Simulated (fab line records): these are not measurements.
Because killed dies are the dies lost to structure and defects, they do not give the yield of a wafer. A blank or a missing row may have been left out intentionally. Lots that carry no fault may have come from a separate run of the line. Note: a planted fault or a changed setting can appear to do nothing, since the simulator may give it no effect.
fab line records	flow sky130
[record] lots = 6	wafers = 18	last_day = 50
route steps=708 shown LOCAL_INTERCONNECT@396 CONTACT@406 PAD_OPEN@708
lots that met no fault: taken from a fault-free run of the same line
start_h: hours from the record's first day to the start of the lot's first wafer shown	wait_h: time in hours since the lot's previous step	" unchanged from the row above	L1.1+2: one row covering several wafers at once	- no value present, or no start provided	* or withheld: withheld	< > ~ a bound
route shown NAME@n: NAME is a module with steps in the file, n the number in the route of the first one	usual: mean and standard deviation over wafers with no fault	same: alike in all rows	chamber/n: place in a boat	sites: readings site by site	_std_site: how widely they spread, as a standard deviation	_edge_site: outer sites' mean less inner sites'	radius_mm: for every site, how far away it sits from the centre of the wafer	mask NAME#n: copy n	behind: the tool/chamber that last shaped the wafer	hold: why the lot went on hold/how many hours it stayed there/how the hold came to an end	device: the n, p or np transistor that did not switch	end of line: tests of these same wafers at the route's end	step lacking rows: just its recipe	killed: count of dies lost to structure and defects at first sort (not the wafer's yield)	map: a wafer's dies, x killed, . not, _ none there
set.NAME: the setting that was run; set.NAME@STEP: the one run at that earlier step	model.NAME: the simulator's own value behind a step, which no gauge read
a table for each step, a row for each wafer; lots at some steps of the route
services: when a tool's chamber went out of use (start_h, in hours from the record's first day, below 0 if earlier), for how many hours, and the reason
[[steps]]
[step SKY_LOCAL_INTERCONNECT_PEB_09]
[recipe] peb_temp_c = withheld	peb_time_s = withheld	resist = KrF-thick
[step SKY_LOCAL_INTERCONNECT_DEVELOP_10]
[recipe] develop_time_s = 60	resist = KrF-thick	dev_temp_c = 21
[step SKY_LOCAL_INTERCONNECT_CD_MEAS_11]
[recipe] target_cd_nm = 170
[usual] cd_nm = 169.8/1.7
lot.wafer	tool	chamber	start_h	wait_h	cd_nm
L285.1	cd_sem-01	-	703.37	-	169.8
L285.3	"	-	"	"	169.7
L285.5	"	-	"	"	171.1
L286.3	cd_sem-01	-	714.00	-	169.4
L286.4	"	-	"	"	170.8
L286.6	"	-	"	"	169.5
L294.2	cd_sem-01	-	813.66	-	169.5
L294.3	"	-	"	"	170.1
L294.6	"	-	"	"	168.6
L296.2	cd_sem-02	-	815.74	-	168.5
L296.3	"	-	"	"	168.5
L296.6	"	-	"	"	166.7
L303.1	cd_sem-01	-	844.52	-	167.3
L303.4	"	-	"	"	167.0
L303.6	"	-	"	"	167.8
L306.1	cd_sem-01	-	869.91	-	170.9
L306.2	"	-	"	"	171.0
L306.6	"	-	"	"	171.0
[step SKY_LOCAL_INTERCONNECT_OVL_MEAS_12]
[usual] LOCAL_INTERCONNECT_OVL = 2/5.2
lot.wafer	tool	chamber	start_h	wait_h	LOCAL_INTERCONNECT_OVL[nm]
L285.1	overlay-02	-	703.49	0.1	-5
L285.3	"	-	"	"	-6
L285.5	"	-	"	"	-2
L286.3	overlay-02	-	714.09	0.1	-1
L286.4	"	-	"	"	0
L286.6	"	-	"	"	-1
L294.2	overlay-01	-	813.76	0.1	-6
L294.3	"	-	"	"	-7
L294.6	"	-	"	"	-4
L296.2	overlay-02	-	815.84	0.1	10
L296.3	"	-	"	"	4
L296.6	"	-	"	"	11
L303.1	overlay-01	-	844.64	0.1	1
L303.4	"	-	"	"	0
L303.6	"	-	"	"	4
L306.1	overlay-02	-	870.03	0.1	6
L306.2	"	-	"	"	-2
L306.6	"	-	"	"	3
[step SKY_LOCAL_INTERCONNECT_ETCH_13]
[recipe] chemistry = N2/H2	target = BARC	ion_energy_ev = 200	bias_w = 100	pressure_mtorr = 30	n2_flow_sccm = 100	h2_flow_sccm = 200	icp_w = 500	stop_on = SiO2	time_s = 45.9	target_depth_a = 600
[usual] chamber_pressure_mTorr = 30.006/0.026	drypump_motor_current_A = 6.0/0.49	oes_product_au = 0.854/0.0045	rf_fwd_power_W = 494.5/2	throttle_valve_pct = 13.224/0.0085
lot.wafer	tool	chamber	start_h	wait_h	chamber_pressure_mTorr	drypump_motor_current_A	oes_product_au	rf_fwd_power_W	rf_hours_counter_h	throttle_valve_pct
L285.1	rie_metal-01	0	703.52	0.0	30.020	6.2	0.858	493.9	8.1	13.234
L285.3	"	1	"	"	30.061	6.4	0.853	496.0	-	13.222
L285.5	"	0	"	"	30.016	6.2	0.856	490.6	-	13.221
L286.3	rie_metal-01	0	714.13	0.0	30.046	6.2	0.854	493.5	-	13.227
L286.4	"	1	"	"	30.036	6.4	0.855	496.2	-	13.248
L286.6	"	0	"	"	30.005	6.3	0.857	493.2	-	13.209
L294.2	rie_metal-01	1	813.79	0.0	30.023	6.4	0.855	496.4	8.0	13.220
L294.3	"	0	"	"	29.995	6.2	0.860	495.1	-	13.221
L294.6	"	1	"	"	29.998	6.4	0.854	496.0	-	13.221
L296.2	rie_metal-04	1	815.87	0.0	30.027	5.1	0.851	496.5	1.9	13.237
L296.3	"	1	"	"	29.982	5.1	0.855	495.7	-	13.221
L296.6	"	0	"	"	30.004	5.7	0.857	494.6	-	13.217
L303.1	rie_metal-03	0	844.67	0.0	30.003	6.5	0.852	495.4	9.1	13.208
L303.4	"	0	"	"	30.041	6.5	0.848	494.1	-	13.224
L303.6	"	1	"	"	29.973	5.4	0.854	494.4	-	13.225
L306.1	rie_metal-03	0	870.06	0.0	30.009	6.5	0.861	495.8	10.1	13.241
L306.2	"	1	"	"	30.021	5.4	0.862	493.0	12.5	13.226
L306.6	"	1	"	"	30.017	5.3	0.856	492.9	-	13.232
[step SKY_LOCAL_INTERCONNECT_METAL_ETCH_14]
[recipe] target_depth_nm = 110	stop_on = PSG	chemistry = Cl2/BCl3	target = TiN	resist_sidewall_deg = 88	pressure_mtorr = 10	icp_w = 900	bias_w = 48.5	Cl2_flow_sccm = 60	bcl3_flow_sccm = 30	time_s = 31.4
[usual] bcl3_flow_sccm = 29.99/0.085	chamber_pressure_mTorr = 10.000/0.0079	drypump_motor_current_A = 6.0/0.49	mfc_cl2_sccm = 60.04/0.2	oes_product_au = 0.941/0.0075	rf_fwd_power_W = 888/4.6	throttle_valve_pct = 21.902/0.0098
lot.wafer	tool	chamber	start_h	wait_h	bcl3_flow_sccm	chamber_pressure_mTorr	drypump_motor_current_A	mfc_cl2_sccm	oes_product_au	rf_fwd_power_W	rf_hours_counter_h	throttle_valve_pct
L285.1	rie_metal-01	0	703.59	0.0	29.88	10.001	6.2	59.68	0.937	883	8.1	21.915
L285.3	"	1	"	"	30.06	10.005	6.4	60.28	0.932	891	-	21.903
L285.5	"	0	"	"	30.03	10.003	6.2	59.97	0.937	879	-	21.906
L286.3	rie_metal-01	0	714.19	0.0	29.98	10.015	6.2	60.05	0.939	881	-	21.904
L286.4	"	1	"	"	30.09	10.009	6.4	59.74	0.932	892	-	21.907
L286.6	"	0	"	"	30.08	10.007	6.2	59.82	0.935	879	-	21.905
L294.2	rie_metal-01	1	813.85	0.0	30.05	10.004	6.4	60.08	0.930	890	8.0	21.909
L294.3	"	0	"	"	29.86	10.013	6.2	60.43	0.933	880	-	21.904
L294.6	"	1	"	"	30.00	9.994	6.4	60.22	0.949	892	-	21.891
L296.2	rie_metal-04	1	815.94	0.0	29.94	9.998	5.1	59.87	0.953	892	1.9	21.886
L296.3	"	1	"	"	30.10	10.001	5.1	60.13	0.963	890	-	21.902
L296.6	"	0	"	"	30.09	9.990	5.7	60.20	0.954	889	-	21.889
L303.1	rie_metal-03	0	844.74	0.0	29.91	9.996	6.5	60.44	0.937	891	9.2	21.890
L303.4	"	0	"	"	29.91	9.991	6.5	60.39	0.942	890	-	21.893
L303.6	"	1	"	"	29.97	10.000	5.4	60.21	0.943	888	-	21.916
L306.1	rie_metal-03	0	870.12	0.0	30.03	10.005	6.5	59.84	0.943	884	10.1	21.893
L306.2	"	1	"	"	30.04	10.000	5.3	60.19	0.948	888	12.5	21.899
L306.6	"	1	"	"	30.16	10.002	5.3	60.04	0.943	886	-	21.885
[step SKY_LOCAL_INTERCONNECT_STRIP_15]
[recipe] chemistry = O2/N2	power_w = 1400	pressure_mtorr = 1500	platen_temp_c = withheld	o2_flow_sccm = 3000	n2_flow_sccm = 300	overash_fraction = 0.5
[usual] chamber_pressure_mTorr = 1500.2/1.3	drypump_motor_current_A = 5.8/0.42	oes_product_au = 0.427/0.0043	strip_time_to_endpoint_s = 4.725/0.022
[same] overash_fraction = 0.5
lot.wafer	tool	chamber	start_h	wait_h	chamber_pressure_mTorr	drypump_motor_current_A	oes_product_au	rf_hours_counter_h	strip_time_to_endpoint_s
L285.1	plasma_asher-01	0	703.64	0.0	1500.1	6.2	0.426	62	4.751
L285.3	"	1	"	"	1500.0	5.1	0.429	-	4.751
L285.5	"	1	"	"	1499.1	5.1	0.431	-	4.757
L286.3	plasma_asher-01	0	714.26	0.1	1501.8	6.1	0.422	-	4.713
L286.4	"	1	"	"	1501.9	5.1	0.424	-	4.717
L286.6	"	0	"	"	1502.4	6.1	0.433	-	4.704
L294.2	plasma_asher-02	1	813.91	0.0	1498.6	6.2	0.429	98	4.751
L294.3	"	0	"	"	1500.5	5.5	0.428	-	4.737
L294.6	"	1	"	"	1502.5	6.2	0.425	-	4.744
L296.2	plasma_asher-02	0	815.99	0.0	1503.9	5.5	0.428	98	4.703
L296.3	"	1	"	"	1501.1	6.2	0.418	-	4.684
L296.6	"	1	"	"	1500.5	6.2	0.428	-	4.712
L303.1	plasma_asher-01	0	844.79	0.0	1499.5	6.1	0.437	76	4.700
L303.4	"	1	"	"	1500.4	5.1	0.428	-	4.675
L303.6	"	1	"	"	1498.8	5.1	0.422	-	4.705
L306.1	plasma_asher-04	1	870.18	0.0	1498.3	6.1	0.424	35	4.693
L306.2	"	0	"	"	1501.2	6.0	0.431	35	4.711
L306.6	"	0	"	"	1501.8	6.0	0.435	-	4.716
[step SKY_LOCAL_INTERCONNECT_STRIP_16]
[recipe] chemistry = post_etch_residue_remover	time_s = 1200	temp_c = 72.5
[step SKY_LOCAL_INTERCONNECT_CLEAN_17]
[recipe] chemistry = IPA	time_s = 180	temp_c = 25
[step SKY_LOCAL_INTERCONNECT_CLEAN_18]
[recipe] chemistry = O3/DIW	dry = n2_spin
[step SKY_CONTACT_CVD_00]
[recipe] material = Si3N4	target_thk_nm = 75	temp_c = 400	time_s = withheld	rf_w = 450
[usual] heater_power_w = 708/110	rf_fwd_power_W = 444.1/1.9
lot.wafer	tool	chamber	start_h	wait_h	heater_power_w	rf_fwd_power_W
L285.1	pecvd-02	0	704.24	0.0	787	444.1
L285.3	"	1	"	"	750	447.9
L285.5	"	2	"	"	621	445.7
L286.3	pecvd-02	1	714.89	0.0	746	446.8
L286.4	"	1	"	"	749	445.7
L286.6	"	0	"	"	889	444.5
L294.2	pecvd-04	0	814.54	0.0	847	444.6
L294.3	"	1	"	"	678	445.9
L294.6	"	2	"	"	770	445.6
L296.2	pecvd-02	2	816.58	0.0	651	447.9
L296.3	"	1	"	"	650	445.0
L296.6	"	1	"	"	670	444.0
L303.1	pecvd-04	2	845.43	0.0	765	446.3
L303.4	"	2	"	"	786	444.7
L303.6	"	0	"	"	819	444.6
L306.1	pecvd-02	2	870.77	0.0	682	444.7
L306.2	"	1	"	"	739	445.6
L306.6	"	1	"	"	759	445.4
[step SKY_CONTACT_THK_MEAS_01]
[recipe] reads = Si3N4_of_CONTACT_CVD_00
[usual] CONTACT_CVD_00_THK = 74.7/1
lot.wafer	tool	chamber	start_h	wait_h	CONTACT_CVD_00_THK[nm]
L285.1	film_metro-03	-	704.27	-	74.8
L285.3	"	-	"	"	74.4
L285.5	"	-	"	"	75.5
L286.3	film_metro-03	-	714.94	-	75.4
L286.4	"	-	"	"	77.8
L286.6	"	-	"	"	77.6
L294.2	film_metro-04	-	814.58	-	73.3
L294.3	"	-	"	"	75.3
L294.6	"	-	"	"	75.5
L296.2	film_metro-04	-	816.62	-	72.6
L296.3	"	-	"	"	73.1
L296.6	"	-	"	"	73.7
L303.1	film_metro-02	-	845.46	-	74.6
L303.4	"	-	"	"	75.8
L303.6	"	-	"	"	75.7
L306.1	film_metro-03	-	870.80	-	74.9
L306.2	"	-	"	"	74.3
L306.6	"	-	"	"	74.5
[step SKY_CONTACT_HDPCVD_02]
[recipe] material = SiO2	target_thk_nm = 565	sigma_open_frac = 0.3	time_s = 94.2	temp_c = 600	sih4_flow_sccm = 60	pressure_mtorr = 6
[usual] run_length_s = 121.5/0.58
lot.wafer	tool	chamber	start_h	wait_h	run_length_s	model.SiO2_of_CONTACT_HDPCVD_02.thk_nm
L285.1	hdpcvd-02	0	704.33	0.1	122.3	555.9
L285.3	"	2	"	"	121.5	561
L285.5	"	1	"	"	121.4	555.3
L286.3	hdpcvd-01	1	714.98	0.0	120.9	563.6
L286.4	"	2	"	"	122.0	566.8
L286.6	"	1	"	"	121.2	567
L294.2	hdpcvd-01	2	814.63	0.0	122.1	565
L294.3	"	1	"	"	130.7	622
L294.6	"	2	"	"	122.2	575.2
L296.2	hdpcvd-01	1	816.67	0.0	130.9	622.7
L296.3	"	0	"	"	121.0	558.8
L296.6	"	0	"	"	120.8	556.9
L303.1	hdpcvd-02	2	845.52	0.1	121.8	553.4
L303.4	"	0	"	"	122.1	557.8
L303.6	"	1	"	"	121.7	562.4
L306.1	hdpcvd-02	0	870.86	0.1	122.7	557
L306.2	"	2	"	"	122.1	561.4
L306.6	"	2	"	"	121.3	565.3
[step SKY_CONTACT_THK_MEAS_03]
[recipe] reads = SiO2_of_CONTACT_HDPCVD_02
[usual] CONTACT_HDPCVD_THK = 561/5.9
lot.wafer	tool	chamber	start_h	wait_h	CONTACT_HDPCVD_THK[nm]
L285.1	film_metro-04	-	704.40	0.0	556
L285.3	"	-	"	"	561
L285.5	"	-	"	"	555
L286.3	film_metro-02	-	715.07	0.1	564
L286.4	"	-	"	"	567
L286.6	"	-	"	"	567
L294.2	film_metro-03	-	814.71	0.0	565
L294.3	"	-	"	"	622
L294.6	"	-	"	"	575
L296.2	film_metro-03	-	816.79	0.1	623
L296.3	"	-	"	"	559
L296.6	"	-	"	"	557
L303.1	film_metro-04	-	845.59	0.0	553
L303.4	"	-	"	"	558
L303.6	"	-	"	"	562
L306.1	film_metro-02	-	870.93	0.0	557
L306.2	"	-	"	"	562
L306.6	"	-	"	"	565
[step SKY_CONTACT_CMP_04]
[recipe] material = SiO2	down_force_psi = 4	platen_rpm = 60	pad_velocity_m_s = 0.94248
[usual] head_pressure_psi = 3.999/0.0095	motor_current_A = 12.0/1.2	time_to_endpoint_s = 83/4.5
lot.wafer	tool	chamber	start_h	wait_h	head_pressure_psi	motor_current_A	time_to_endpoint_s
L285.3	cmp-02	0	704.51	0.1	4.001	13.2	80
L285.1	"	2	"	"	4.007	11.1	81
L285.5	"	0	"	"	4.009	13.7	79
L286.3	cmp-02	2	715.11	0.0	4.002	10.7	89
L286.4	"	1	"	"	4.001	9.8	92
L286.6	"	2	"	"	4.005	10.8	91
L294.2	cmp-02	3	814.81	0.1	3.999	14.3	86
L294.3	"	0	"	"	3.991	13.9	104
L294.6	"	3	"	"	3.995	13.6	91
L296.2	cmp-01	3	816.84	0.0	3.985	10.9	106
L296.3	"	0	"	"	3.987	11.5	83
L296.6	"	0	"	"	3.994	11.6	86
L303.4	cmp-02	2	845.75	0.1	4.011	10.9	76
L303.1	"	3	"	"	4.009	13.4	78
L303.6	"	0	"	"	4.001	14.1	76
L306.1	cmp-01	0	870.99	0.1	4.006	11.9	80
L306.2	"	1	"	"	4.002	12.7	83
L306.6	"	1	"	"	4.007	13.1	83
[step SKY_CONTACT_BOW_MEAS_05]
[recipe] mode = bow
[usual] CONTACT_BOW = 82/6.8
lot.wafer	tool	chamber	start_h	wait_h	CONTACT_BOW[um]
L285.1	film_metro-02	-	704.76	0.1	89
L285.3	"	-	"	"	78
L285.5	"	-	"	"	85
L286.3	film_metro-03	-	715.45	0.3	79
L286.4	"	-	"	"	84
L286.6	"	-	"	"	87
L294.2	film_metro-03	-	815.08	0.2	87
L294.3	"	-	"	"	92
L294.6	"	-	"	"	87
L296.2	film_metro-02	-	817.21	0.3	81
L296.3	"	-	"	"	78
L296.6	"	-	"	"	72
L303.1	film_metro-04	-	845.95	0.1	86
L303.4	"	-	"	"	78
L303.6	"	-	"	"	75
L306.1	film_metro-02	-	871.29	0.2	85
L306.2	"	-	"	"	95
L306.6	"	-	"	"	77
[step SKY_PAD_OPEN_PROBE_99]
[usual] killed_at_M0_to_M3 = 43/6.5	killed_at_M4_up = 3/1.7	killed_at_contacts = 25/5.1	killed_at_front_end = 15/3.8	killed_at_other = 0.2/0.45	killed_dies = 86/8.8	killed_open = 47/6.7	killed_short = 39/6
[same] gross_dies = 492	killed_at_back_side = 0
lot.wafer	tool	chamber	start_h	wait_h	killed_at_M0_to_M3	killed_at_M4_up	killed_at_contacts	killed_at_front_end	killed_at_other	killed_dies	killed_open	killed_short
L296.2	prober-01	-	1159.39	0.1	44	6	22	13	1	86	36	50
L296.3	prober-01	-	1159.44	0.2	40	3	19	25	1	88	49	39
L296.6	prober-01	-	1159.59	0.2	32	3	13	19	0	67	32	35
L306.1	prober-01	-	1191.07	0.1	46	5	28	17	0	96	58	38
L306.2	prober-01	-	1191.12	0.1	35	5	32	11	0	83	44	39
L306.6	prober-01	-	1191.32	0.2	40	1	28	14	0	83	47	36
// killed by level:class
L296.2 VIA1:geometric_particle:open=9 CONTACT:geometric_particle:short=6 METAL2:geometric_particle:short=6 VIA3:geometric_particle:short=6 FIELD_ISO:geometric_particle:short=5 LOCAL_INTERCONNECT:geometric_particle:short=5 CONTACT:geometric_particle:open=5 VIA2:geometric_particle:open=5
L296.3 VIA1:geometric_particle:open=12 FIELD_ISO:geometric_particle:short=9 CONTACT:geometric_particle:open=7 VIA3:geometric_particle:open=7 POLY_GATE:geometric_particle:short=6 VIA2:geometric_particle:open=6 METAL2:geometric_particle:short=6 LI_CONTACT:geometric_particle:open=5
L296.6 VIA3:geometric_particle:open=9 POLY_GATE:geometric_particle:short=6 METAL2:geometric_particle:short=6 CONTACT:geometric_particle:open=5 VIA1:geometric_particle:open=5 FIELD_ISO:geometric_particle:short=4 CONTACT:geometric_particle:short=4 VIA2:geometric_particle:open=4
L306.1 CONTACT:geometric_particle:open=12 VIA3:geometric_particle:open=9 LI_CONTACT:geometric_particle:open=8 VIA2:geometric_particle:open=8 FIELD_ISO:geometric_particle:open=7 METAL1:geometric_particle:short=7 METAL2:geometric_particle:short=6 POLY_GATE:geometric_particle:open=5
L306.2 CONTACT:geometric_particle:open=11 VIA1:geometric_particle:open=11 LI_CONTACT:geometric_particle:open=8 VIA2:geometric_particle:open=6 LI_CONTACT:geometric_particle:short=5 METAL4:geometric_particle:short=5 FIELD_ISO:geometric_particle:short=4 CONTACT:geometric_particle:short=4
L306.6 LI_CONTACT:geometric_particle:open=11 METAL1:geometric_particle:short=8 CONTACT:geometric_particle:short=7 VIA1:geometric_particle:open=7 VIA2:geometric_particle:open=6 POLY_GATE:geometric_particle:open=5 CONTACT:geometric_particle:open=5 METAL2:geometric_particle:short=4
[[services]]
tool	chamber	start_h	hours	kind
plasma_asher-02	-	680.31	1.0	repair
plasma_asher-02	-	693.58	2.8	pm
pecvd-02	2	694.38	4.6	repair
hdpcvd-01	-	699.00	2.8	pm
pecvd-02	-	711.79	1.1	repair
pecvd-04	2	718.19	4.4	repair
rie_metal-03	-	741.77	2.8	pm
pecvd-02	1	744.62	5.4	repair
cmp-02	-	757.73	29.8	repair
cmp-02	-	758.33	2.1	repair
cmp-02	-	761.70	1.3	repair
rie_metal-01	0	792.72	1.0	repair
hdpcvd-02	0	794.24	6.1	repair
cmp-02	-	798.86	5.2	pm
plasma_asher-01	-	806.90	3.8	repair
hdpcvd-01	2	816.12	8.1	repair
rie_metal-01	1	818.78	4.2	repair
rie_metal-03	-	825.76	15.6	pm
hdpcvd-02	1	826.56	9.7	repair
plasma_asher-01	-	827.13	2.8	pm
hdpcvd-01	1	842.77	21.3	repair
rie_metal-03	-	843.83	0.2	repair
hdpcvd-01	2	849.69	4.6	repair
cmp-02	-	868.03	1.3	repair
[[key]]
[first_sign] step = SKY_CONTACT_HDPCVD_02	reading = run_length_s	direction = up	sigmas = 16	usual = *	struck = *
[effect] step = SKY_CONTACT_THK_MEAS_03	reading = CONTACT_HDPCVD_THK	direction = up	sigmas = 10	usual = 561	struck = 622
[effect] step = SKY_CONTACT_CMP_04	reading = time_to_endpoint_s	direction = up	sigmas = 4.9	usual = *	struck = *
[model_effect] step = SKY_CONTACT_HDPCVD_02	value = SiO2_of_CONTACT_HDPCVD_02.thk_nm	without = 564.7	struck = 622.3
met_at SKY_CONTACT_HDPCVD_02
struck_wafers L294.3,L296.2
tester_left_out L294,L296
onset_between 714.98 814.63
[fault] kind = process_parameter_drift	tool = hdpcvd-01	chamber = 1	onset_h = 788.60	steps = SKY_CONTACT_HDPCVD_02	channel = time_s	offset = *	shape = step	end_h = 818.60	acts_in = *	stated = *
// tester_left_out: of these lots the tester's yield and bins aren't shown, on N5 and GAA mostly nor the transistor test; their killed dies are dies lost to structure and defects alone, not to doping, threshold or leakage, so they don't give the yield
